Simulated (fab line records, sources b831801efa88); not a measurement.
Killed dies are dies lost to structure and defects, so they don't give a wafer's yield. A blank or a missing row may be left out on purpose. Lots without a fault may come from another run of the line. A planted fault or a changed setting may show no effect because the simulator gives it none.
Tool commonality check | flow gf180mcu | 13 lots, 39 wafers sampled

WHY IT WAS OPENED
At GF_HV_LDD_THK_MEAS_57 the reading HV_LDD_CVD_56_THK is flagged on 2 of 13 lots. Wafers without a fault read 89.8 nm, standard deviation 0.99.
Rule: a lot is flagged when every wafer of it that has a number lies more than 4 standard deviations from that mean, or none has a number. The other lots count as sound.

lot  | measured     | on            | HV_LDD_CVD_56_THK (nm), wafer by wafer | flag
L137 | day 12 12:43 | film_metro-02 | 90.8 89.9 90.8                         |
L138 | day 12 20:41 | film_metro-01 | 89.9 89.4 89.3                         |
L142 | day 14 02:32 | film_metro-01 | 90.4 90.3 90.3                         |
L143 | day 14 11:42 | film_metro-03 | 89.4 89.1 89.1                         |
L144 | day 14 17:28 | film_metro-03 | 89.3 89.5 89.4                         |
L145 | day 15 03:26 | film_metro-03 | 90.0 89.9 90.1                         |
L146 | day 15 12:01 | film_metro-03 | 84.6 83.6 83.4                         | FLAGGED
L148 | day 16 07:25 | film_metro-01 | 82.5 82.2 82.6                         | FLAGGED
L153 | day 17 22:17 | film_metro-02 | 89.6 90.4 90.7                         |
L155 | day 18 11:53 | film_metro-01 | 90.9 90.6 90.2                         |
L156 | day 18 19:20 | film_metro-02 | 89.2 88.8 89.2                         |
L157 | day 19 06:44 | film_metro-02 | 88.4 89.8 89.8                         |
L160 | day 20 02:02 | film_metro-01 | 88.8 88.4 88.4                         |
The numbers of the flagged lots are 83.2 nm on average: -6.6 nm against the usual, or -7 standard deviations.

WHICH TOOL RAN EACH LOT
The record holds 1 process step before the reading, out of a route of 602 steps. In each cell: the tool, then ch and the chambers that the sampled wafers went through, then the start.
lot  | flag    | GF_HV_LDD_CVD_56
L137 |         | lpcvd-02 ch 0, day 12 11:17
L138 |         | lpcvd-01 ch 0, day 12 19:15
L142 |         | lpcvd-02 ch 1, day 14 00:22
L143 |         | lpcvd-01 ch 0, day 14 10:16
L144 |         | lpcvd-02 ch 0, day 14 16:02
L145 |         | lpcvd-01 ch 0, day 15 01:59
L146 | FLAGGED | lpcvd-01 ch 1, day 15 10:34
L148 | FLAGGED | lpcvd-01 ch 1, day 16 05:58
L153 |         | lpcvd-02 ch 0, day 17 20:51
L155 |         | lpcvd-02 ch 1, day 18 10:28
L156 |         | lpcvd-01 ch 1, day 18 17:55
L157 |         | lpcvd-01 ch 0, day 19 05:17
L160 |         | lpcvd-01 ch 1, day 20 00:35
What these steps do:
- GF_HV_LDD_CVD_56: deposits Si3N4 from DCS/NH3, target thk 90 nm, time 1543 s.
- GF_HV_LDD_THK_MEAS_57

FLAGGED OVER TOTAL, TOOL BY TOOL (the gauges that took the reading come last)
step                  | tool          | lots run | flagged | share of the flagged lots | sound lots run after its first flagged lot
GF_HV_LDD_CVD_56      | lpcvd-01      | 8        | 2       | all                       | 3 (L156,L157,L160)
GF_HV_LDD_CVD_56      | lpcvd-02      | 5        | 0       | none                      | -
GF_HV_LDD_THK_MEAS_57 | film_metro-01 | 5        | 1       | some                      | 2 (L155,L160)
GF_HV_LDD_THK_MEAS_57 | film_metro-02 | 4        | 0       | none                      | -
GF_HV_LDD_THK_MEAS_57 | film_metro-03 | 4        | 1       | some                      | 0

WHAT THE TABLE ALLOWS
1 row of the table ran every flagged lot: lpcvd-01 at GF_HV_LDD_CVD_56.
- lpcvd-01 at GF_HV_LDD_CVD_56: 2 of its 8 lots flagged. Sound lots ran on it after the first flagged one (L156, L157, L160), which a lasting fault on the whole tool wouldn't allow.
No row of the table ran every flagged lot and no sound lot after the first.

WHAT THE SIMULATOR HAD PUT IN
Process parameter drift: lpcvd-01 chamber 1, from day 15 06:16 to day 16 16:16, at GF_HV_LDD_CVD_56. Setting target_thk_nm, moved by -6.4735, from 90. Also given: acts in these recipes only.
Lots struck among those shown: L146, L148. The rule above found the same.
